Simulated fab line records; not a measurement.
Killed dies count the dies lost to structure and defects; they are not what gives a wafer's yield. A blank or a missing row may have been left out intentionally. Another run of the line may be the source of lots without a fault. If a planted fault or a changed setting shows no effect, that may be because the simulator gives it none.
One fault seen from 2 desks | flow sky130 | each desk holds nothing but its own numbers, with what lay behind them at the end

## FROM THE METROLOGY DESK
Lot by lot, what the gauges showed, no matter which tool ran the lot: averages of those sampled wafers that carry a number. A lot is out of limits, marked OUT, if its mean lies more than 4 standard deviations from the usual mean; the brackets give that distance.
Columns: A = NWELL_00_OVL at SKY_NWELL_OVL_MEAS_10, usual -0.1 nm; B = SONOS_ONO_OXIDATION_THK at SKY_SONOS_ONO_THK_MEAS_01, usual 2.60 nm
lot  | first seen here | A    | B
L833 | day 4 13:50     | 1.0  | 2.60
L835 | day 5 04:35     | 0.8  | 2.65
L836 | day 5 08:59     | -0.9 | 3.78 (+24) OUT
L837 | day 5 13:44     | 0.0  | 2.66
L838 | day 5 19:26     | -0.5 | 3.79 (+24) OUT
L847 | day 8 00:38     | 1.2  | 2.58
L848 | day 8 06:53     | -0.7 | 2.61
L851 | day 8 21:03     | -0.1 | 2.58
L852 | day 9 02:47     | 1.5  | 2.61
L855 | day 10 02:53    | -0.0 | 2.60
L856 | day 10 05:38    | -0.5 | 2.65
This desk reports L836, L838 out of limits; the earliest was L836 at day 12 13:28 (SONOS_ONO_OXIDATION_THK at SKY_SONOS_ONO_THK_MEAS_01). L833, L835, L837, L847, L848, L851, L852, L855, L856 stayed within limits.

## THE TOOL OWNER'S DESK: furnace-01
The tool's own readings at SKY_SONOS_ONO_OXIDATION_00 (stabilise 600 s, purge 300 s, target thk 2.6 nm): means of the sampled wafers that have a number, for each lot that ran on this tool. A lot is out of limits, marked OUT, if its mean lies more than 4 standard deviations from the usual mean; the brackets give that distance. 7 of its 9 readings are shown: the first one out of limits and those lying furthest out on some lot.
Columns: A = spikeTcBottomC at SKY_SONOS_ONO_OXIDATION_00, usual 820.5 C; B = spikeTcCentreC at SKY_SONOS_ONO_OXIDATION_00, usual 801.1 C; C = spikeTcLowerC at SKY_SONOS_ONO_OXIDATION_00, usual 800.7 C; D = spikeTcTopC at SKY_SONOS_ONO_OXIDATION_00, usual 810.9 C; E = spikeTcUpperC at SKY_SONOS_ONO_OXIDATION_00, usual 800.8 C; F = tubeCenterTempC at SKY_SONOS_ONO_OXIDATION_00, usual 800.01 C; G = tube_center_temp_C_max at SKY_SONOS_ONO_OXIDATION_00, usual 802.0
lot  | first seen here | A               | B               | C               | D               | E               | F                        | G
L835 | day 12 04:05    | 822.2           | 800.3           | 802.0           | 811.9           | 801.2           | 800.00                   | 802.0
L836 | day 12 12:06    | 848.3 (+23) OUT | 827.2 (+24) OUT | 828.2 (+28) OUT | 837.1 (+27) OUT | 827.7 (+29) OUT | 826.84 (+99 or more) OUT | 828.6 (+83) OUT
L838 | day 13 01:26    | 846.2 (+21) OUT | 828.3 (+25) OUT | 828.1 (+27) OUT | 837.9 (+28) OUT | 826.7 (+28) OUT | 826.80 (+99 or more) OUT | 828.8 (+84) OUT
L848 | day 16 07:20    | 821.4           | 799.8           | 800.5           | 811.1           | 800.6           | 800.05                   | 802.3
L851 | day 17 03:05    | 821.5           | 801.0           | 801.9           | 811.1           | 800.5           | 800.02                   | 801.9
L852 | day 17 13:14    | 820.2           | 800.9           | 800.3           | 810.9           | 801.0           | 800.02                   | 802.3
L855 | day 18 23:48    | 820.0           | 800.9           | 800.0           | 811.7           | 800.2           | 800.04                   | 802.7
L856 | day 19 02:39    | 820.7           | 800.5           | 800.9           | 810.6           | 800.7           | 800.02                   | 802.1
This desk finds L836, L838 out of limits, L836 being first, at day 12 12:06 (spikeTcBottomC at SKY_SONOS_ONO_OXIDATION_00). L835, L848, L851, L852, L855, L856 stayed within limits.

## BROUGHT TOGETHER
The tool owner's desk could have raised an alarm at day 12 12:06, on L836, L838.
An alarm was possible from the metrology desk at day 12 13:28, on L836, L838.
Every lot named ran SKY_SONOS_ONO_OXIDATION_00 on furnace-01.

## WHAT THE SIMULATOR HAD PUT IN
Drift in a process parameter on furnace-01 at SKY_SONOS_ONO_OXIDATION_00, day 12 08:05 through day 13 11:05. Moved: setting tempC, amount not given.
Lots struck among those shown: L836, L838.
Time in hours from fault onset to the first out-of-limits reading at each desk: tool owner's desk 4, metrology desk 5.
